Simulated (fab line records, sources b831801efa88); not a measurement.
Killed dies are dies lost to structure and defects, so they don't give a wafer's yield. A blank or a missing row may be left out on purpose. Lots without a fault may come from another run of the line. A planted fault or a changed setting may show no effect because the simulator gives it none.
fab line records | flow sky130 | part 1 of 2: steps 1 to 30 of 37
record lots=5 wafers=15 last_day=50
route steps=708 shown METAL3@534 CAPM@537
lots that met no fault: from a run of the same line without faults
start_h: hours from the record's first day to the start of the lot's first wafer shown | wait_h: hours since the lot's step before | " the same as in the row above | L1.1+2: a row that stands for several wafers | - no value, or no start given | * or withheld: withheld | < > ~ a bound
route shown NAME@n: a module of which the file shows steps, and the number in the route of the first | usual: mean/standard deviation of fault-free wafers | same: alike in all rows | chamber/n: place in a boat | sites: the reading at each site | _std_site: their standard deviation | _edge_site: outer sites' mean less inner sites' | radius_mm: how far each site lies from the wafer's centre | mask NAME#n: copy n | behind: the tool/chamber that last shaped the wafer | hold: why the lot was held/for how many hours/how that ended | device: the transistor (n, p or np) that didn't switch | end of line: the same wafers' tests at the end of the route | a step without rows: its recipe alone | killed: dies lost to structure and defects at the first sort, not the wafer's yield | map: a wafer's dies, x killed, . not, _ none there
set.NAME: the setting as run; set.NAME@STEP: as run at that earlier step | model.NAME: the simulator's own value behind a step, which no gauge read
lots at some steps of the route; a table a step, a row a wafer
services: from which hour (start_h, from the record's first day; less than 0 if before it) a tool's chamber was out of use, for how many hours, and why
## steps
# step SKY_METAL3_SPUTTER_02
# recipe material=AlCu target_thk_nm=735 power_w=10600 time_s=39.1 chamber_pressure_pa=0.4
# usual chamber_pressure_pa=0.4000/0.00082 throttle_valve_pct=30.3/0.84
# columns lot.wafer tool chamber start_h wait_h chamber_pressure_pa throttle_valve_pct
L076.1 pvd_sputter-02 - 852.88 0.0 0.3999 29.7
L076.3 " - " " 0.4007 30.8
L076.5 " - " " 0.3995 31.5
L079.1 pvd_sputter-02 - 884.41 0.0 0.4001 30.6
L079.3 " - " " 0.3996 29.4
L079.4 " - " " 0.4001 28.8
L085.2 pvd_sputter-01 - 925.60 0.0 0.3987 30.5
L085.3 " - " " 0.3999 31.4
L085.6 " - " " 0.4006 30.5
L089.2 pvd_sputter-02 - 955.38 0.0 0.4015 31.3
L089.3 " - " " 0.3998 30.7
L089.6 " - " " 0.4001 30.4
L097.3 pvd_sputter-01 - 1020.67 0.0 0.3997 29.4
L097.5 " - " " 0.4008 31.2
L097.6 " - " " 0.3995 30.4
# step SKY_METAL3_SPUTTER_03
# recipe material=Ti target_thk_nm=5 power_w=3000 time_s=3.3 chamber_pressure_pa=0.4
# usual chamber_pressure_pa=0.4000/0.00072 throttle_valve_pct=30.3/0.84
# columns lot.wafer tool chamber start_h wait_h chamber_pressure_pa throttle_valve_pct
L076.1 pvd_sputter-02 - 852.91 0.0 0.3997 29.5
L076.3 " - " " 0.3998 30.7
L076.5 " - " " 0.3999 31.3
L079.1 pvd_sputter-02 - 884.45 0.0 0.3998 30.6
L079.3 " - " " 0.3997 29.7
L079.4 " - " " 0.3980 29.1
L085.2 pvd_sputter-01 - 925.63 0.0 0.4001 30.2
L085.3 " - " " 0.4002 31.4
L085.6 " - " " 0.3987 30.2
L089.2 pvd_sputter-02 - 955.42 0.0 0.4003 31.4
L089.3 " - " " 0.3991 30.9
L089.6 " - " " 0.3994 30.6
L097.3 pvd_sputter-01 - 1020.71 0.0 0.4003 28.9
L097.5 " - " " 0.4004 31.1
L097.6 " - " " 0.4005 30.5
# step SKY_METAL3_SPUTTER_04
# recipe material=TiN target_thk_nm=70 power_w=6500 time_s=58.3 chamber_pressure_pa=0.4
# usual chamber_pressure_pa=0.4000/0.0008 throttle_valve_pct=30.3/0.8
# columns lot.wafer tool chamber start_h wait_h chamber_pressure_pa throttle_valve_pct
L076.1 pvd_sputter-02 - 852.93 0.0 0.3991 29.5
L076.3 " - " " 0.3999 30.6
L076.5 " - " " 0.3994 31.5
L079.1 pvd_sputter-02 - 884.47 0.0 0.3998 30.8
L079.3 " - " " 0.3998 29.6
L079.4 " - " " 0.4010 29.1
L085.2 pvd_sputter-01 - 925.65 0.0 0.4009 30.4
L085.3 " - " " 0.4005 31.3
L085.6 " - " " 0.3998 30.0
L089.2 pvd_sputter-02 - 955.43 0.0 0.3990 31.4
L089.3 " - " " 0.3989 30.7
L089.6 " - " " 0.4002 30.6
L097.3 pvd_sputter-01 - 1020.73 0.0 0.4001 29.2
L097.5 " - " " 0.4006 31.3
L097.6 " - " " 0.3995 30.4
# step SKY_CAPM_CVD_00
# recipe material=SiO2 target_thk_nm=15.5 temp_c=400 time_s=withheld rf_w=450
# usual heater_power_w=663/73 rf_fwd_power_W=441.8/2.2
# columns lot.wafer tool chamber start_h wait_h heater_power_w rf_fwd_power_W
L076.1 pecvd-02 2 852.98 0.0 697 441.4
L076.3 " 1 " " 759 439.1
L076.5 " 1 " " 779 439.0
L079.1 pecvd-02 2 884.52 0.0 783 441.1
L079.3 " 1 " " 820 441.4
L079.4 " 1 " " 834 439.5
L085.2 pecvd-03 1 925.70 0.0 549 442.7
L085.3 " 1 " " 546 441.4
L085.6 " 2 " " 575 440.9
L089.2 pecvd-03 0 955.48 0.0 637 440.8
L089.3 " 1 " " 564 444.4
L089.6 " 0 " " 662 440.1
L097.3 pecvd-02 0 1020.79 0.0 686 444.1
L097.5 " 0 " " 705 442.6
L097.6 " 2 " " 657 441.8
# step SKY_CAPM_THK_MEAS_01
# recipe reads=SiO2_of_CAPM_CVD_00
# usual CAPM_CVD_00_THK=15.59/0.28
# columns lot.wafer tool chamber start_h wait_h CAPM_CVD_00_THK[nm]
L076.1 film_metro-01 - 853.00 - 15.28
L076.3 " - " " 15.57
L076.5 " - " " 15.63
L079.1 film_metro-03 - 884.54 - 15.70
L079.3 " - " " 15.64
L079.4 " - " " 16.00
L085.2 film_metro-03 - 925.74 - 15.59
L085.3 " - " " 15.86
L085.6 " - " " 16.08
L089.2 film_metro-01 - 955.51 - 15.27
L089.3 " - " " 15.89
L089.6 " - " " 15.44
L097.3 film_metro-03 - 1020.83 - 15.48
L097.5 " - " " 15.67
L097.6 " - " " 15.75
# step SKY_CAPM_SPUTTER_02
# recipe material=TiN target_thk_nm=200 temp_c=300 power_w=6500 time_s=166.7 chamber_pressure_pa=0.4
# usual chamber_pressure_pa=0.4000/0.00085 throttle_valve_pct=30.4/0.83
# columns lot.wafer tool chamber start_h wait_h chamber_pressure_pa throttle_valve_pct
L076.1 pvd_sputter-04 - 853.06 0.1 0.4000 29.5
L076.3 " - " " 0.3992 30.9
L076.5 " - " " 0.3990 30.6
L079.1 pvd_sputter-01 - 884.60 0.1 0.3998 31.2
L079.3 " - " " 0.3993 31.2
L079.4 " - " " 0.3993 30.6
L085.2 pvd_sputter-02 - 925.79 0.0 0.3985 30.6
L085.3 " - " " 0.4011 29.1
L085.6 " - " " 0.4014 28.9
L089.2 pvd_sputter-04 - 955.56 0.0 0.3991 31.0
L089.3 " - " " 0.4016 30.7
L089.6 " - " " 0.3993 30.6
L097.3 pvd_sputter-02 - 1020.87 0.0 0.3993 29.2
L097.5 " - " " 0.3997 29.5
L097.6 " - " " 0.4005 28.6
# step SKY_CAPM_RS_MEAS_03
# recipe thk_meas_gauge=four-point-probe reads=TiN_of_CAPM_SPUTTER_02
# usual CAPM_TIN_RS=6.90/0.077
# columns lot.wafer tool chamber start_h wait_h CAPM_TIN_RS[ohm/sq]
L076.1 film_metro-02 - 853.17 0.1 7.05
L076.3 " - " " 6.90
L076.5 " - " " 6.91
L079.1 film_metro-02 - 884.71 0.1 6.95
L079.3 " - " " 7.06
L079.4 " - " " 7.05
L085.2 film_metro-03 - 925.92 0.1 6.94
L085.3 " - " " 6.93
L085.6 " - " " 6.88
L089.2 film_metro-02 - 955.69 0.1 6.85
L089.3 " - " " 6.79
L089.6 " - " " 6.84
L097.3 film_metro-03 - 1021.02 0.1 7.05
L097.5 " - " " 7.03
L097.6 " - " " 6.81
# step SKY_CAPM_THK_MEAS_04
# recipe thk_meas_gauge=xrf reads=TiN_of_CAPM_SPUTTER_02
# usual CAPM_TIN_THK=200.2/2.3
# columns lot.wafer tool chamber start_h wait_h CAPM_TIN_THK[nm]
L076.1 film_metro-02 - 853.29 0.1 197.2
L076.3 " - " " 202.0
L076.5 " - " " 201.0
L079.1 film_metro-02 - 884.83 0.1 199.3
L079.3 " - " " 196.1
L079.4 " - " " 196.3
L085.2 film_metro-03 - 926.03 0.1 197.9
L085.3 " - " " 198.2
L085.6 " - " " 200.0
L089.2 film_metro-02 - 955.80 0.1 201.9
L089.3 " - " " 204.5
L089.6 " - " " 203.1
L097.3 film_metro-03 - 1021.12 0.1 195.5
L097.5 " - " " 196.1
L097.6 " - " " 202.7
# step SKY_CAPM_DEHYDRATE_05
# recipe temp_c=200 time_s=60
# columns lot.wafer tool chamber start_h wait_h
L076.1+3+5 litho_track-03 0 865.85 12.6
L079.1+3+4 litho_track-03 0 897.45 12.6
L085.2+3+6 litho_track-04 0 938.11 12.1
L089.2+3+6 litho_track-02 0 967.26 11.4
L097.3+5+6 litho_track-02 0 1031.33 10.2
# step SKY_CAPM_HMDS_06
# recipe prime_time_s=60 prime_temp_c=120
# usual prime_temp_c=120.01/0.14
# columns lot.wafer tool chamber start_h wait_h prime_temp_c
L076.1 litho_track-03 0 866.00 0.1 119.96
L076.3 " 0 " " 120.09
L076.5 " 0 " " 119.96
L079.1 litho_track-03 0 897.60 0.1 119.89
L079.3 " 0 " " 119.85
L079.4 " 0 " " 119.94
L085.2 litho_track-04 0 938.26 0.1 120.02
L085.3 " 0 " " 120.02
L085.6 " 0 " " 119.85
L089.2 litho_track-02 0 967.41 0.1 119.83
L089.3 " 0 " " 119.81
L089.6 " 0 " " 120.05
L097.3 litho_track-02 0 1031.48 0.1 120.12
L097.5 " 0 " " 120.04
L097.6 " 0 " " 119.95
# step SKY_CAPM_COAT_07
# recipe resist=NOVOLAK spin_rpm=3000 resist_thk_nm=1140
# columns lot.wafer tool chamber start_h wait_h
L076.1+3+5 litho_track-03 0 866.15 0.1
L079.1+3+4 litho_track-03 0 897.75 0.1
L085.2+3+6 litho_track-04 0 938.41 0.1
L089.2+3+6 litho_track-02 0 967.56 0.1
L097.3+5+6 litho_track-02 0 1031.63 0.1
# step SKY_CAPM_SOFTBAKE_08
# recipe temp_c=90 time_s=60 resist=NOVOLAK
# columns lot.wafer tool chamber start_h wait_h
L076.1+3+5 litho_track-03 0 866.30 0.1
L079.1+3+4 litho_track-03 0 897.90 0.1
L085.2+3+6 litho_track-04 0 938.56 0.1
L089.2+3+6 litho_track-02 0 967.71 0.1
L097.3+5+6 litho_track-02 0 1031.78 0.1
# step SKY_CAPM_EXPOSE_09
# recipe mask_id=CAPM na=0.6 source_shape=conventional sigma_outer=0.6 polarization=unpolarized target_cd_nm=1000 dose_mj=159
# columns lot.wafer tool chamber start_h wait_h mask
L076.1+3+5 iline_stepper-01 0 - - CAPM#0
L079.1+3+4 iline_stepper-01 0 - - CAPM#0
L085.2+3+6 iline_stepper-01 0 - - CAPM#0
L089.2+3+6 iline_stepper-01 0 - - CAPM#0
L097.3+5+6 iline_stepper-02 0 - - CAPM#0
# step SKY_CAPM_PEB_10
# recipe temp_c=withheld time_s=* resist=NOVOLAK
# columns lot.wafer tool chamber start_h wait_h
L076.1+3+5 litho_track-03 0 - -
L079.1+3+4 litho_track-02 0 - -
L085.2+3+6 litho_track-04 0 - -
L089.2+3+6 litho_track-04 0 - -
L097.3+5+6 litho_track-04 0 - -
# step SKY_CAPM_DEVELOP_11
# recipe resist=NOVOLAK developer=TMAH develop_time_s=60 dev_temp_c=23
# columns lot.wafer tool chamber start_h wait_h
L076.1+3+5 litho_track-03 0 879.35 0.1
L079.1+3+4 litho_track-02 0 910.23 0.1
L085.2+3+6 litho_track-04 0 950.96 0.1
L089.2+3+6 litho_track-04 0 979.21 0.1
L097.3+5+6 litho_track-04 0 1042.99 0.1
# step SKY_CAPM_OVL_MEAS_12
# usual CAPM_OVL=1.4/1.3
# columns lot.wafer tool chamber start_h wait_h CAPM_OVL[nm]
L076.1 overlay-02 - 879.50 0.1 2.8
L076.3 " - " " 2.1
L076.5 " - " " 0.8
L079.1 overlay-01 - 910.38 0.1 2.1
L079.3 " - " " 2.1
L079.4 " - " " -0.3
L085.2 overlay-02 - 951.09 0.1 0.4
L085.3 " - " " 0.6
L085.6 " - " " 1.6
L089.2 overlay-02 - 979.34 0.1 3.6
L089.3 " - " " 3.6
L089.6 " - " " 3.3
L097.3 overlay-02 - 1043.10 0.1 -0.2
L097.5 " - " " 0.9
L097.6 " - " " 1.5
# step SKY_CAPM_METAL_ETCH_13
# recipe target_depth_nm=220 stop_on=SiO2 chemistry=Cl2/BCl3 target=TiN pressure_mtorr=10 icp_w=900 bias_w=48.5 Cl2_flow_sccm=60 bcl3_flow_sccm=30 time_s=62.9
# usual drypump_motor_current_A=5.9/0.57 oes_product_au=0.942/0.0081 rf_fwd_power_W=892.8/2.9 throttle_valve_pct=21.902/0.011
# columns lot.wafer tool chamber start_h wait_h drypump_motor_current_A oes_product_au rf_fwd_power_W rf_hours_counter_h throttle_valve_pct
L076.1 rie_metal-01 1 879.54 0.0 5.0 0.926 888.7 2 21.928
L076.3 " 1 " " 5.0 0.943 888.5 - 21.904
L076.5 " 0 " " 5.7 0.934 889.6 - 21.903
L079.1 rie_metal-04 0 910.42 0.0 5.7 0.937 896.5 12 21.908
L079.3 " 1 " " 6.4 0.922 893.7 - 21.914
L079.4 " 0 " " 5.8 0.931 899.0 - 21.901
L085.2 rie_metal-01 1 951.12 0.0 5.0 0.941 891.9 6 21.907
L085.3 " 1 " " 5.0 0.945 894.2 - 21.888
L085.6 " 1 " " 5.0 0.940 895.3 - 21.899
L089.2 rie_metal-02 1 979.37 0.0 6.5 0.948 887.6 4 21.905
L089.3 " 0 " " 6.6 0.955 896.0 - 21.887
L089.6 " 1 " " 6.5 0.947 887.1 - 21.903
L097.3 rie_metal-04 1 1043.15 0.0 6.3 0.927 891.9 - 21.906
L097.5 " 0 " " 5.8 0.935 890.4 - 21.910
L097.6 " 1 " " 6.4 0.951 888.2 - 21.896
# step SKY_CAPM_STRIP_14
# recipe chemistry=O2/N2 power_w=1400 pressure_mtorr=1500 platen_temp_c=withheld o2_flow_sccm=3000 n2_flow_sccm=300 overash_fraction=0.5
# usual drypump_motor_current_A=6.0/0.53 oes_product_au=0.710/0.0045 strip_time_to_endpoint_s=12.66/0.04
# columns lot.wafer tool chamber start_h wait_h drypump_motor_current_A oes_product_au rf_hours_counter_h strip_time_to_endpoint_s
L076.1 plasma_asher-03 1 879.62 0.1 5.5 0.715 106 12.66
L076.3 " 0 " " 6.7 0.709 - 12.61
L076.5 " 1 " " 5.5 0.715 - 12.67
L079.1 plasma_asher-01 0 910.50 0.1 5.8 0.710 17 12.59
L079.3 " 1 " " 6.5 0.715 - 12.62
L079.4 " 0 " " 5.8 0.711 - 12.66
L085.2 plasma_asher-01 1 951.20 0.1 6.5 0.713 22 12.71
L085.3 " 0 " " 5.8 0.716 - 12.67
L085.6 " 1 " " 6.5 0.715 - 12.66
L089.2 plasma_asher-01 1 979.45 0.1 6.5 0.719 26 12.58
L089.3 " 0 " " 5.8 0.709 - 12.60
L089.6 " 1 " " 6.5 0.709 - 12.63
L097.3 plasma_asher-03 0 1043.23 0.1 6.7 0.711 - 12.68
L097.5 " 1 " " 5.5 0.703 - 12.62
L097.6 " 0 " " 6.7 0.712 - 12.66
# step SKY_CAPM_STRIP_15
# recipe chemistry=post_etch_residue_remover time_s=1232 temp_c=72.5
# usual bath_heat_duty_pct=14.7/2.1
# columns lot.wafer tool chamber start_h wait_h bath_heat_duty_pct
L076.1 wet_bench-03 2 879.72 0.1 15.7
L076.3 " 2 " " 15.7
L076.5 " 2 " " 15.9
L079.1 wet_bench-02 3 910.60 0.1 16.2
L079.3 " 3 " " 17.1
L079.4 " 3 " " 16.7
L085.2 wet_bench-03 3 951.30 0.1 13.8
L085.3 " 3 " " 14.4
L085.6 " 3 " " 13.4
L089.2 wet_bench-03 1 979.55 0.1 10.5
L089.3 " 1 " " 10.8
L089.6 " 1 " " 12.7
L097.3 wet_bench-01 3 1043.30 0.0 16.2
L097.5 " 3 " " 16.4
L097.6 " 3 " " 16.3
# step SKY_CAPM_CLEAN_16
# recipe chemistry=IPA time_s=180 temp_c=25
# usual bath_heat_duty_pct=6.1/0.95
# columns lot.wafer tool chamber start_h wait_h bath_heat_duty_pct
L076.1 wet_bench-01 0 880.06 0.0 6.7
L076.3 " 0 " " 6.7
L076.5 " 0 " " 5.4
L079.1 wet_bench-03 0 910.97 0.0 7.2
L079.3 " 0 " " 6.9
L079.4 " 0 " " 7.6
L085.2 wet_bench-03 1 - - 5.2
L085.3 " 1 " " 5.4
L085.6 " 1 " " 5.0
L089.2 wet_bench-02 0 979.89 0.0 6.6
L089.3 " 0 " " 6.9
L089.6 " 0 " " 6.1
L097.3 wet_bench-03 1 1043.64 0.0 5.6
L097.5 " 1 " " 4.7
L097.6 " 1 " " 4.9
# step SKY_CAPM_CLEAN_17
# recipe chemistry=O3/DIW dry=n2_spin
# columns lot.wafer tool chamber start_h wait_h
L076.1+3+5 wet_bench-02 0 880.12 0.0
L079.1+3+4 wet_bench-01 2 911.03 0.0
L085.2+3+6 wet_bench-02 2 951.70 0.0
L089.2+3+6 wet_bench-03 1 979.95 0.0
L097.3+5+6 wet_bench-02 0 1043.70 0.0
# step SKY_METAL3_DEHYDRATE_05
# recipe temp_c=200 time_s=60
# columns lot.wafer tool chamber start_h wait_h
L076.1+3+5 litho_track-02 0 892.58 12.4
L079.1+3+4 litho_track-04 0 922.74 11.6
L085.2+3+6 litho_track-01 0 963.45 11.7
L089.2+3+6 litho_track-04 0 991.11 11.1
L097.3+5+6 litho_track-02 0 1053.83 10.0
# step SKY_METAL3_HMDS_06
# recipe prime_time_s=60 prime_temp_c=120
# usual prime_temp_c=120.00/0.13
# columns lot.wafer tool chamber start_h wait_h prime_temp_c
L076.1 litho_track-02 0 892.73 0.1 119.82
L076.3 " 0 " " 119.91
L076.5 " 0 " " 119.83
L079.1 litho_track-04 0 922.89 0.1 120.07
L079.3 " 0 " " 119.94
L079.4 " 0 " " 119.86
L085.2 litho_track-01 0 963.60 0.1 119.75
L085.3 " 0 " " 120.03
L085.6 " 0 " " 119.69
L089.2 litho_track-04 0 991.26 0.1 120.02
L089.3 " 0 " " 120.04
L089.6 " 0 " " 120.22
L097.3 litho_track-02 0 1053.98 0.1 120.00
L097.5 " 0 " " 119.77
L097.6 " 0 " " 119.83
# step SKY_METAL3_COAT_07
# recipe resist=BARC temp_c=withheld time_s=withheld spin_rpm=3000 resist_thk_nm=60
# columns lot.wafer tool chamber start_h wait_h
L076.1+3+5 litho_track-02 0 892.88 0.1
L079.1+3+4 litho_track-04 0 923.04 0.1
L085.2+3+6 litho_track-01 0 963.75 0.1
L089.2+3+6 litho_track-04 0 991.41 0.1
L097.3+5+6 litho_track-02 0 1054.13 0.1
# step SKY_METAL3_COAT_08
# recipe resist=KrF-thick spin_rpm=3000 resist_thk_nm=1140
# columns lot.wafer tool chamber start_h wait_h
L076.1+3+5 litho_track-02 0 - -
L079.1+3+4 litho_track-04 0 - -
L085.2+3+6 litho_track-01 0 - -
L089.2+3+6 litho_track-04 0 - -
L097.3+5+6 litho_track-02 0 - -
# step SKY_METAL3_SOFTBAKE_09
# recipe temp_c=100 time_s=90 resist=KrF-thick
# columns lot.wafer tool chamber start_h wait_h
L076.1+3+5 litho_track-02 0 - -
L079.1+3+4 litho_track-04 0 - -
L085.2+3+6 litho_track-01 0 - -
L089.2+3+6 litho_track-04 0 - -
L097.3+5+6 litho_track-02 0 - -
# step SKY_METAL3_EXPOSE_10
# recipe mask_id=MM3 na=0.68 source_shape=annular sigma_inner=0.4 sigma_outer=0.8 target_cd_nm=300 dose_mj=28
# same sigma_inner=0.4
# columns lot.wafer tool chamber start_h wait_h mask
L076.1+3+5 krf_scanner-02 0 - - MM3#0
L079.1+3+4 krf_scanner-01 0 - - MM3#0
L085.2+3+6 krf_scanner-01 0 - - MM3#0
L089.2+3+6 krf_scanner-02 0 - - MM3#0
L097.3+5+6 krf_scanner-02 0 - - MM3#0
# step SKY_METAL3_PEB_11
# recipe peb_temp_c=withheld peb_time_s=withheld resist=KrF-thick
# columns lot.wafer tool chamber start_h wait_h
L076.1+3+5 litho_track-04 0 - -
L079.1+3+4 litho_track-02 0 - -
L085.2+3+6 litho_track-01 0 - -
L089.2+3+6 litho_track-01 0 - -
L097.3+5+6 litho_track-02 0 - -
# step SKY_METAL3_DEVELOP_12
# recipe develop_time_s=60 resist=KrF-thick dev_temp_c=21
# columns lot.wafer tool chamber start_h wait_h
L076.1+3+5 litho_track-04 0 - -
L079.1+3+4 litho_track-02 0 - -
L085.2+3+6 litho_track-01 0 - -
L089.2+3+6 litho_track-01 0 - -
L097.3+5+6 litho_track-02 0 - -
# step SKY_METAL3_CD_MEAS_13
# recipe target_cd_nm=300
# usual cd_nm=300.2/1.2
# columns lot.wafer tool chamber start_h wait_h cd_nm
L076.1 cd_sem-02 - 905.64 - 299.2
L076.3 " - " " 300.4
L076.5 " - " " 299.1
L079.1 cd_sem-01 - 935.63 - 301.3
L079.3 " - " " 300.3
L079.4 " - " " 300.4
L085.2 cd_sem-02 - 975.94 - 301.5
L085.3 " - " " 300.2
L085.6 " - " " 301.5
L089.2 cd_sem-02 - 1003.44 - 299.7
L089.3 " - " " 299.2
L089.6 " - " " 299.8
L097.3 cd_sem-01 - 1065.52 - 300.6
L097.5 " - " " 299.6
L097.6 " - " " 300.2
